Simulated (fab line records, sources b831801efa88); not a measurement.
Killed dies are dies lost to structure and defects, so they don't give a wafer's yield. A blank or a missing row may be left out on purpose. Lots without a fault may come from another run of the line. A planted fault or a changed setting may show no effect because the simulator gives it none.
Problem report in the 8D (eight disciplines) form, filled by code | flow sky130 | the parts of the form that need people (team, actions taken, sign-off) are left out

1. THE PROBLEM
spin_speed_rpm at SKY_METAL4_COAT_07 reads a mean of 2751.3 rpm on 6 wafers of 2 lots; wafers without a fault read 3000.2 rpm with a standard deviation of 1.6. That is -99 or more standard deviations from the usual mean.
The step: resist thk 60 nm.
First seen on wafer L944.4, day 46 04:17, on litho_track-03. The record holds 36 wafers of 12 lots with a number at this step. Rule for "out", or "out of limits": more than 4 standard deviations from the usual mean. The other wafers with a number count as sound.

2. WHAT IT IS AND WHAT IT IS NOT
question                    | is                     | is not
which readings at this step | spin_speed_rpm         | -
which lots                  | L944, L950             | L928, L929, L931, L932, L933, L934, L937, L939, L940, L947
which wafers of those lots  | all that have a number | -
read on which tools         | litho_track-03         | litho_track-04
when                        | from day 46 04:17      | up to then (27 sound wafers); but 3 sound wafers of L947 came after

3. SUSPECTS, AND WHAT RULES EACH OUT
Counting: a tool at a process step up to the reading stays a suspect if it ran every lot that is out and no sound lot after the first of them.
- cmp-02 at SKY_VIA3_CMP_24 (polishes, stops on SiO2, t overpolish 20 s, target thk 0 nm): ruled out as a lasting fault. Sound lots L947 ran on it after its first lot that is out, L944 (day 44 18:55).
- litho_track-03 at SKY_METAL4_COAT_07 (resist thk 60 nm): kept. It ran every lot that is out, first L944 (day 46 04:17), and no sound lot after that; its last sound lot up to then is L940 (day 45 12:04). Its own readings are out on those wafers: spin_speed_rpm.
Left after counting: litho_track-03 at SKY_METAL4_COAT_07.

4. THE CAUSE (what the simulator had put in)
Process parameter drift: litho_track-03, from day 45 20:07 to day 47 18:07, at SKY_METAL4_COAT_07. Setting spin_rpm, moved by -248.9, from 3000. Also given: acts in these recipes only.
Counting left only this tool.

5. THE CHAIN OF EFFECTS, in route order
Each row: a reading whose mean over the struck wafers that have a number lies more than 3 standard deviations from the usual. Only readings for which the record gives a usual standard deviation are gone through. hours: the time from each lot's start at the first step in this table that gives one to its start at this step, as a median over the lots. sigmas: the change in usual standard deviations.
hours | step               | reading        | usual      | on struck wafers | change | sigmas
0     | SKY_METAL4_COAT_07 | spin_speed_rpm | 3000.2 rpm | 2751.3           | -248.9 | -99 or more
The process steps in it:
- SKY_METAL4_COAT_07: resist thk 60 nm.

6. WHAT WOULD HAVE CAUGHT IT SOONER
In this record the first reading out of limits was taken at day 46 04:17, 8 hours after the fault began at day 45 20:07.
